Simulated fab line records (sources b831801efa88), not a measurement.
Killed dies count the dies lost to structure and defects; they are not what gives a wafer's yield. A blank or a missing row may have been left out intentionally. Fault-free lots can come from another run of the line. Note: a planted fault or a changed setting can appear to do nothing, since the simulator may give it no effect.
Split-lot study    flow sky130    5 lots, 23 wafers read, on a route of 708 steps

## SPLIT DETAILS
At SKY_VT_ADJUST_PCH_IMPLANT_08, the setting energy-kev was moved away from the recipe's 10 on 8 of the 23 wafers read, by -6.0% to +2.7%. All remaining wafers had this setting at the recipe value.

## FROM THE SPLIT ON TO THE READING: in between, the file shows 1 step
- SKY_VT_ADJUST_PCH_STRIP_09: strips in O2/N2

## THE READING
VT_ADJUST_PCH_TW, at SKY_VT_ADJUST_PCH_TW_MEAS_10. Typical for fault-free wafers on this fab line: 142.5, with standard deviation 0.57.

wafer   tool, chamber at the split  energy-kev as run  against the recipe  VT_ADJUST_PCH_TW  against lot-mates on the recipe
L076.1  implanter-03, 0             10.27              +2.7%               142.5             +0.6
L076.2  implanter-03, 0             10                 recipe              141.9             -
L076.3  implanter-03, 0             10.27              +2.7%               142.2             +0.2
L076.5  implanter-03, 0             10.27              +2.7%               143.1             +1.2
L076.6  implanter-03, 0             10                 recipe              142.0             -
L077.2  implanter-03, 0             10                 recipe              142.0             -
L077.3  implanter-03, 0             10                 recipe              142.3             -
L077.4  implanter-03, 0             10                 recipe              142.4             -
L077.5  implanter-03, 0             10                 recipe              141.5             -
L077.6  implanter-03, 0             10                 recipe              142.3             -
L079.2  implanter-02, 0             9.4                -6.0%               139.9             -2.3
L079.3  implanter-02, 0             10                 recipe              142.1             -
L079.4  implanter-02, 0             10                 recipe              142.1             -
L079.5  implanter-02, 0             10                 recipe              142.3             -
L079.6  implanter-02, 0             9.4                -6.0%               139.5             -2.7
L081.2  implanter-03, 0             10                 recipe              142.5             -
L081.4  implanter-03, 0             10                 recipe              141.8             -
L081.6  implanter-03, 0             10                 recipe              142.6             -
L085.1  implanter-01, 0             10                 recipe              142.2             -
L085.2  implanter-01, 0             10                 recipe              142.8             -
L085.4  implanter-01, 0             9.626              -3.7%               140.9             -1.6
L085.5  implanter-01, 0             9.626              -3.7%               141.3             -1.2
L085.6  implanter-01, 0             9.626              -3.7%               141.7             -0.8

FIT RESULTS
A straight line over all 23 wafers: VT_ADJUST_PCH_TW changes by +0.309 for each +1% of energy-kev; r = +0.87; the points scatter about the line by 0.42.
The same after taking each lot's own level away (the mean of its wafers on the recipe; 23 wafers): +0.35 for each +1%; r = +0.93; scatter 0.34.
According to that fit, moving energy-kev by its largest amount changes the reading by 2.1.
The lots' own levels span 141.95 to 142.50, that is 1.0 times the standard deviation above.
In other words, the slope is changed by the lot-to-lot level; the two fits disagree.
Check: with one of the wafers moved furthest among these (-6.0%) left out of the fit, the line predicts -2.11 for it against its lot-mates. Against them it came out at -2.27.

## FURTHER SPLITS ON THESE WAFERS
Other splits were also applied to these wafers ahead of the reading. Each is held against what the fit with the lots' levels taken away leaves over:
other split on the same wafers          wafers away from the commonest value  r with VT_ADJUST_PCH_TW (lot level and that fit taken away)
SKY_FIELD_ISO_EXPOSE_10 dose-mj         7                                     +0.12
SKY_DNWELL_COAT_02 resist-thk-nm        8                                     +0.04
SKY_NWELL_IMPLANT_11 dose-cm2           6                                     +0.09
SKY_NWELL_IMPLANT_24 energy-kev         11                                    +0.38
SKY_VT_ADJUST_NCORE_SOFTBAKE_03 temp-c  10                                    -0.56

## THE WHOLE CHAIN: every reading that the file lists as answering this split, in the file's order
step                          what it does  reading                                                          change (the file's fit)                r (the file's)
SKY_VT_ADJUST_PCH_IMPLANT_08                implant.rp-nm (the simulator's own value, which no gauge read)   +0.279 nm for each +1% of the setting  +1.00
SKY_VT_ADJUST_PCH_IMPLANT_08                implant.drp-nm (the simulator's own value, which no gauge read)  +0.12 nm for each +1% of the setting   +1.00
SKY_VT_ADJUST_PCH_TW_MEAS_10                VT_ADJUST_PCH_TW                                                 +0.368 for each +1% of the setting     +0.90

## FILE'S OWN FIT
VT_ADJUST_PCH_TW changes by +0.368 for each +1% of energy-kev, r = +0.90.
